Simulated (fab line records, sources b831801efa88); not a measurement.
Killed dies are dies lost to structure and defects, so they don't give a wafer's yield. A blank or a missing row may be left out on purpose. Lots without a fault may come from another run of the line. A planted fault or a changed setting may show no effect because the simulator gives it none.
Which tool did it? | flow sky130 | 24 lots, 72 wafers sampled, at 6 steps of a route of 708

WHAT THE GAUGES READ, wafer by wafer
SKY_METAL4_CD_MEAS_13: target cd 300 nm. Usual: cd_nm 299.9 nm, standard deviation 1.4.
lot  | measured     | on        | cd_nm (nm)        | flag
L074 | day 41 15:52 | cd_sem-02 | 298.5 299.6 298.9 |
L075 | day 41 19:04 | cd_sem-02 | 302.1 301.3 301.6 |
L076 | day 42 03:20 | cd_sem-02 | 300.0 300.1 302.1 |
L077 | day 42 10:34 | cd_sem-01 | 300.4 299.2 297.9 |
L078 | day 42 18:32 | cd_sem-02 | 300.6 299.6 300.4 |
L079 | day 43 04:43 | cd_sem-02 | 300.5 299.8 300.9 |
L080 | day 43 08:50 | cd_sem-01 | 298.0 299.5 298.9 |
L081 | day 43 19:32 | cd_sem-01 | 299.2 299.8 298.1 |
L082 | day 44 06:10 | cd_sem-01 | 298.6 298.2 299.1 |
L083 | day 44 11:42 | cd_sem-01 | 299.2 300.8 298.5 |
L084 | day 44 14:52 | cd_sem-02 | 301.9 301.1 300.2 |
L085 | day 44 17:35 | cd_sem-02 | 301.9 300.8 301.4 |
L086 | day 45 04:53 | cd_sem-02 | 300.6 300.0 301.5 |
L087 | day 45 11:52 | cd_sem-02 | 300.2 302.5 300.8 |
L088 | day 45 14:38 | cd_sem-01 | 300.4 299.9 300.3 |
L089 | day 45 22:44 | cd_sem-01 | 298.3 296.8 297.3 |
L090 | day 46 03:43 | cd_sem-02 | 300.3 299.7 299.1 |
L091 | day 46 10:28 | cd_sem-02 | 300.4 299.9 299.5 |
L092 | day 46 12:47 | cd_sem-02 | 295.6 297.1 297.0 |
L094 | day 47 05:13 | cd_sem-01 | 300.4 301.4 301.3 |
L093 | day 47 05:50 | cd_sem-02 | 298.8 298.5 299.3 |
L095 | day 47 07:17 | cd_sem-01 | 301.3 298.6 300.3 |
L096 | day 47 12:33 | cd_sem-01 | 299.4 300.4 300.9 |
L097 | day 47 16:29 | cd_sem-02 | 301.1 302.3 299.9 |

SKY_PASSIVATION_THK_MEAS_01. Usual: PASSIVATION_CVD_00_THK 90.0 nm, standard deviation 1.4.
lot  | measured     | on            | PASSIVATION_CVD_00_THK (nm) | flag
L074 | day 43 17:49 | film_metro-03 | 90.4 91.3 91.7              |
L075 | day 43 21:10 | film_metro-02 | 88.2 90.0 90.1              |
L076 | day 44 04:46 | film_metro-02 | 89.4 89.8 91.5              |
L077 | day 44 11:50 | film_metro-01 | 89.6 89.9 91.2              |
L078 | day 44 18:42 | film_metro-03 | 90.5 91.2 92.8              |
L079 | day 45 05:21 | film_metro-01 | 88.3 90.9 89.2              |
L080 | day 45 08:36 | film_metro-01 | 88.8 89.4 89.8              |
L081 | day 45 19:07 | film_metro-01 | 89.8 89.3 90.8              |
L082 | day 46 05:40 | film_metro-02 | 88.2 89.7 90.3              |
L083 | day 46 09:02 | film_metro-02 | 90.6 91.0 92.6              |
L084 | day 46 13:34 | film_metro-03 | 89.3 90.0 91.2              |
L085 | day 46 14:41 | film_metro-03 | 90.0 91.7 90.6              |
L086 | day 47 03:34 | film_metro-02 | 88.6 89.6 89.7              |
L087 | day 47 07:35 | film_metro-01 | 91.1 90.6 89.9              |
L088 | day 47 11:37 | film_metro-01 | 88.2 91.8 89.6              |
L089 | day 47 18:25 | film_metro-03 | 87.1 87.1 90.7              |
L090 | day 47 23:51 | film_metro-02 | 87.8 89.1 91.2              |
L091 | day 48 05:17 | film_metro-02 | 87.5 86.2 89.8              |
L092 | day 48 07:55 | film_metro-02 | 90.4 90.2 90.8              |
L094 | day 48 23:22 | film_metro-02 | 90.5 91.9 91.2              |
L093 | day 49 00:19 | film_metro-03 | 90.7 90.4 89.5              |
L095 | day 49 00:39 | film_metro-03 | 88.9 90.2 91.1              |
L096 | day 49 05:52 | film_metro-02 | 90.4 91.9 91.0              |
L097 | day 49 08:59 | film_metro-01 | 88.2 89.8 91.3              |

WHICH TOOL RAN EACH LOT (tool, then ch and the chambers of the sampled wafers, then the start)
lot  | SKY_VIA2_CMP_02               | SKY_METAL3_ETCH_17                 | SKY_METAL4_STRIP_19                  | SKY_METAL5_DESCUM_14
L074 | cmp-02 ch 0,1,3, day 35 02:37 | rie_diel-04 ch 0,2,3, day 38 10:55 | plasma_asher-02 ch 0,1, day 41 16:32 | rie_metal-03 ch 0,1, day 43 16:56
L075 | cmp-02 ch 0,3, day 35 06:49   | rie_diel-04 ch 0,2,3, day 38 14:53 | plasma_asher-04 ch 0,1, day 41 19:31 | rie_metal-03 ch 0,1, day 43 20:16
L076 | cmp-02 ch 1,2,3, day 35 15:37 | rie_diel-01 ch 0,1,2, day 38 23:50 | plasma_asher-04 ch 0,1, day 42 03:49 | rie_metal-01 ch 0,1, day 44 03:53
L077 | cmp-01 ch 1,2,3, day 35 23:01 | rie_diel-02 ch 0,1,2, day 39 06:07 | plasma_asher-01 ch 0,1, day 42 11:02 | rie_metal-03 ch 0,1, day 44 10:56
L078 | cmp-01 ch 0,1, day 36 08:42   | rie_diel-01 ch 1,2,3, day 39 15:43 | plasma_asher-02 ch 0,1, day 42 19:01 | rie_metal-03 ch 0,1, day 44 17:46
L079 | cmp-01 ch 1,2,3, day 36 20:08 | rie_diel-04 ch 0,2,3, day 40 02:44 | plasma_asher-01 ch 0,1, day 43 05:10 | rie_metal-04 ch 0,1, day 45 04:26
L080 | cmp-01 ch 1,2, day 36 21:29   | rie_diel-01 ch 2,3, day 40 05:03   | plasma_asher-04 ch 0,1, day 43 09:19 | rie_metal-03 ch 0,1, day 45 07:37
L081 | cmp-01 ch 0,2,3, day 37 10:41 | rie_diel-01 ch 0,1, day 40 16:12   | plasma_asher-01 ch 0,1, day 43 20:02 | rie_metal-03 ch 0,1, day 45 18:14
L082 | cmp-02 ch 0,2, day 38 01:10   | rie_diel-01 ch 0,1,3, day 41 06:14 | plasma_asher-01 ch 0,1, day 44 06:37 | rie_metal-04 ch 0,1, day 46 04:46
L083 | cmp-01 ch 0,2, day 38 04:38   | rie_diel-02 ch 0,2, day 41 10:28   | plasma_asher-04 ch 0,1, day 44 12:10 | rie_metal-03 ch 0,1, day 46 08:08
L084 | cmp-02 ch 0,1,2, day 38 12:04 | rie_diel-04 ch 0,1,2, day 41 15:46 | plasma_asher-04 ch 0,1, day 44 15:19 | rie_metal-03 ch 1, day 46 12:40
L085 | cmp-02 ch 1,2, day 38 14:55   | rie_diel-04 ch 0,1, day 41 18:05   | plasma_asher-01 ch 0,1, day 44 18:04 | rie_metal-03 ch 0, day 46 13:47
L086 | cmp-01 ch 0,1,3, day 39 02:53 | rie_diel-02 ch 0,1,2, day 42 05:35 | plasma_asher-04 ch 0,1, day 45 05:25 | rie_metal-04 ch 0,1, day 47 02:41
L087 | cmp-02 ch 1,2,3, day 39 09:40 | rie_diel-01 ch 0,2, day 42 12:35   | plasma_asher-02 ch 0,1, day 45 12:20 | rie_metal-01 ch 0,1, day 47 06:39
L088 | cmp-01 ch 1,2, day 39 11:57   | rie_diel-04 ch 0,1,3, day 42 15:57 | plasma_asher-04 ch 0,1, day 45 15:07 | rie_metal-04 ch 0,1, day 47 10:43
L089 | cmp-01 ch 1,2,3, day 40 00:53 | rie_diel-04 ch 0,1,2, day 43 03:24 | plasma_asher-01 ch 0,1, day 45 23:14 | rie_metal-03 ch 0,1, day 47 17:32
L090 | cmp-02 ch 1,2, day 40 05:32   | rie_diel-04 ch 1,2, day 43 06:12   | plasma_asher-02 ch 0,1, day 46 04:11 | rie_metal-03 ch 0,1, day 47 22:56
L091 | cmp-01 ch 1,2,3, day 40 12:49 | rie_diel-01 ch 0,1, day 43 13:56   | plasma_asher-02 ch 0,1, day 46 10:56 | rie_metal-03 ch 0,1, day 48 04:23
L092 | cmp-02 ch 0,2,3, day 40 16:14 | rie_diel-04 ch 0,2,3, day 43 16:20 | plasma_asher-04 ch 0,1, day 46 13:17 | rie_metal-03 ch 0,1, day 48 06:37
L094 | cmp-01 ch 0,1,3, day 41 10:08 | rie_diel-04 ch 0,1, day 44 10:35   | plasma_asher-01 ch 0,1, day 47 05:41 | rie_metal-01 ch 0,1, day 48 22:26
L093 | cmp-01 ch 0,1,2, day 41 12:16 | rie_diel-01 ch 1,2,3, day 44 11:57 | plasma_asher-02 ch 0,1, day 47 06:17 | rie_metal-04 ch 0,1, day 48 23:23
L095 | cmp-01 ch 1,2,3, day 41 13:23 | rie_diel-04 ch 2,3, day 44 12:44   | plasma_asher-02 ch 0,1, day 47 07:46 | rie_metal-03 ch 0,1, day 48 23:41
L096 | cmp-01 ch 1,2, day 41 19:02   | rie_diel-04 ch 0,1,2, day 44 18:27 | plasma_asher-02 ch 0,1, day 47 13:01 | rie_metal-03 ch 0,1, day 49 04:56
L097 | cmp-01 ch 0,1,3, day 42 00:06 | rie_diel-04 ch 0,1, day 44 23:17   | plasma_asher-02 ch 0,1, day 47 16:58 | rie_metal-03 ch 0,1, day 49 08:03
- SKY_VIA2_CMP_02: polishes SiO2.
- SKY_METAL3_ETCH_17: etches SiO2 in C4F8/O2/Ar, stops on TiN, time 3.9 s, target depth 15 nm.
- SKY_METAL4_STRIP_19: strips in O2/N2.
- SKY_METAL5_DESCUM_14: chemistry O2, time 11 s.

WHAT THE TOOLS THEMSELVES READ (means of the sampled wafers that have a number; where no wafer has one, the mark that the record gives instead)
SKY_VIA2_CMP_02. Usual: motor_current_A 12.2 A, standard deviation 0.83; retaining_ring_pressure_frac 1.000, standard deviation 0.0054.
lot  | tool   | motor_current_A (A) | retaining_ring_pressure_frac | flag
L074 | cmp-02 | 12.2                | 1.002                        |
L075 | cmp-02 | 12.3                | 1.001                        |
L076 | cmp-02 | 11.2                | 0.998                        |
L077 | cmp-01 | 13.2                | 1.002                        |
L078 | cmp-01 | 12.4                | 0.996                        |
L079 | cmp-01 | 12.7                | 0.992                        |
L080 | cmp-01 | 12.7                | 1.003                        |
L081 | cmp-01 | 12.2                | 0.996                        |
L082 | cmp-02 | 11.7                | 0.996                        |
L083 | cmp-01 | 12.5                | 1.000                        |
L084 | cmp-02 | 11.8                | 1.003                        |
L085 | cmp-02 | 10.7                | 0.998                        |
L086 | cmp-01 | 13.1                | 1.000                        |
L087 | cmp-02 | 11.5                | 1.004                        |
L088 | cmp-01 | 12.6                | 1.002                        |
L089 | cmp-01 | 12.7                | 1.008                        |
L090 | cmp-02 | 11.6                | 1.000                        |
L091 | cmp-01 | 12.4                | 1.001                        |
L092 | cmp-02 | 11.5                | 0.998                        |
L094 | cmp-01 | 12.1                | 0.994                        |
L093 | cmp-01 | 12.4                | 0.996                        |
L095 | cmp-01 | 12.6                | 1.003                        |
L096 | cmp-01 | 12.8                | 1.002                        |
L097 | cmp-01 | 12.5                | 0.997                        |

SKY_METAL3_ETCH_17. Usual: oes_product_au 0.752 a.u., standard deviation 0.0074.
lot  | tool        | oes_product_au (a.u.) | flag
L074 | rie_diel-04 | 0.749                 |
L075 | rie_diel-04 | 0.747                 |
L076 | rie_diel-01 | 0.741                 |
L077 | rie_diel-02 | 0.752                 |
L078 | rie_diel-01 | 0.751                 |
L079 | rie_diel-04 | 0.750                 |
L080 | rie_diel-01 | 0.755                 |
L081 | rie_diel-01 | 0.757                 |
L082 | rie_diel-01 | 0.752                 |
L083 | rie_diel-02 | 0.753                 |
L084 | rie_diel-04 | 0.755                 |
L085 | rie_diel-04 | 0.754                 |
L086 | rie_diel-02 | 0.761                 |
L087 | rie_diel-01 | 0.755                 |
L088 | rie_diel-04 | 0.766                 |
L089 | rie_diel-04 | 0.746                 |
L090 | rie_diel-04 | 0.750                 |
L091 | rie_diel-01 | 0.750                 |
L092 | rie_diel-04 | 0.752                 |
L094 | rie_diel-04 | 0.754                 |
L093 | rie_diel-01 | 0.750                 |
L095 | rie_diel-04 | 0.758                 |
L096 | rie_diel-04 | 0.760                 |
L097 | rie_diel-04 | 0.748                 |

SKY_METAL4_STRIP_19. Usual: drypump_motor_current_A 5.8 A, standard deviation 0.37; n2_flow_sccm 300.2 sccm, standard deviation 0.83; oes_product_au 0.503 a.u., standard deviation 0.0068; strip_time_to_endpoint_s 6.55 s, standard deviation 0.11.
lot  | tool            | drypump_motor_current_A (A) | n2_flow_sccm (sccm) | oes_product_au (a.u.) | strip_time_to_endpoint_s (s) | flag
L074 | plasma_asher-02 | 5.9                         | 300.3               | 0.499                 | 6.41                         |
L075 | plasma_asher-04 | 6.1                         | 299.9               | 0.503                 | 6.47                         |
L076 | plasma_asher-04 | 6.0                         | 301.2               | 0.504                 | 6.60                         |
L077 | plasma_asher-01 | 5.6                         | 300.6               | 0.503                 | 6.56                         |
L078 | plasma_asher-02 | 5.9                         | 300.5               | 0.499                 | 6.46                         |
L079 | plasma_asher-01 | 5.6                         | 300.3               | 0.506                 | 6.57                         |
L080 | plasma_asher-04 | 6.1                         | 300.2               | 0.507                 | 6.61                         |
L081 | plasma_asher-01 | 5.4                         | 300.9               | 0.507                 | 6.58                         |
L082 | plasma_asher-01 | 5.4                         | 299.8               | 0.498                 | 6.44                         |
L083 | plasma_asher-04 | 6.1                         | 299.6               | 0.493                 | 6.37                         |
L084 | plasma_asher-04 | 6.0                         | 300.2               | 0.512                 | 6.66                         |
L085 | plasma_asher-01 | 5.4                         | 299.6               | 0.504                 | 6.67                         |
L086 | plasma_asher-04 | 6.0                         | 301.3               | 0.503                 | 6.59                         |
L087 | plasma_asher-02 | 5.7                         | 299.1               | 0.498                 | 6.46                         |
L088 | plasma_asher-04 | 6.0                         | 299.7               | 0.497                 | 6.37                         |
L089 | plasma_asher-01 | 5.6                         | 299.7               | 0.505                 | 6.66                         |
L090 | plasma_asher-02 | 5.9                         | 301.0               | 0.495                 | 6.41                         |
L091 | plasma_asher-02 | 5.9                         | 300.5               | 0.507                 | 6.60                         |
L092 | plasma_asher-04 | 6.1                         | 299.2               | 0.511                 | 6.63                         |
L094 | plasma_asher-01 | 5.4                         | 300.4               | 0.507                 | 6.73                         |
L093 | plasma_asher-02 | 6.0                         | 300.3               | 0.505                 | 6.58                         |
L095 | plasma_asher-02 | 5.9                         | 300.0               | 0.500                 | 6.55                         |
L096 | plasma_asher-02 | 6.0                         | 300.5               | 0.511                 | 6.64                         |
L097 | plasma_asher-02 | 5.7                         | 300.5               | 0.505                 | 6.53                         |

SKY_METAL5_DESCUM_14. Usual: drypump_motor_current_A 5.6 A, standard deviation 0.37; oes_product_au 1.009 a.u., standard deviation 0.012.
lot  | tool         | drypump_motor_current_A (A) | oes_product_au (a.u.) | flag
L074 | rie_metal-03 | 5.7                         | 1.010                 |
L075 | rie_metal-03 | 5.7                         | 1.015                 |
L076 | rie_metal-01 | 5.4                         | 1.005                 |
L077 | rie_metal-03 | 5.6                         | 1.017                 |
L078 | rie_metal-03 | 5.7                         | 1.017                 |
L079 | rie_metal-04 | 5.9                         | 0.994                 |
L080 | rie_metal-03 | 5.7                         | 1.014                 |
L081 | rie_metal-03 | 5.7                         | 1.015                 |
L082 | rie_metal-04 | 5.5                         | 0.987                 |
L083 | rie_metal-03 | 5.6                         | 1.011                 |
L084 | rie_metal-03 | 5.9                         | 1.018                 |
L085 | rie_metal-03 | 5.4                         | 1.007                 |
L086 | rie_metal-04 | 5.5                         | 0.987                 |
L087 | rie_metal-01 | 5.3                         | 1.000                 |
L088 | rie_metal-04 | 5.9                         | 0.997                 |
L089 | rie_metal-03 | 5.7                         | 1.013                 |
L090 | rie_metal-03 | 5.6                         | 1.017                 |
L091 | rie_metal-03 | 5.7                         | 1.019                 |
L092 | rie_metal-03 | 5.7                         | 1.014                 |
L094 | rie_metal-01 | 5.4                         | 1.015                 |
L093 | rie_metal-04 | 5.5                         | 0.990                 |
L095 | rie_metal-03 | 5.7                         | 1.014                 |
L096 | rie_metal-03 | 5.7                         | 1.019                 |
L097 | rie_metal-03 | 5.6                         | 1.008                 |

THE ANSWER, worked out from the rows above alone
Rule: a lot is off if the mean of its wafers that have a number lies more than 3 standard deviations from the usual mean. A lot without any number at a reading at which 4 lots or more have one is off too. The other lots that the step has rows for count as sound. The gauges are gone through in route order, then the tools' own readings, and for those a lot's mean is taken as printed above. The first step at which some lot is off is used, and at that step the reading that is off furthest; a lot without a number counts as furthest.
No lot is off at any reading shown: from this, nothing can be told.

WHAT THE SIMULATOR HAD PUT IN
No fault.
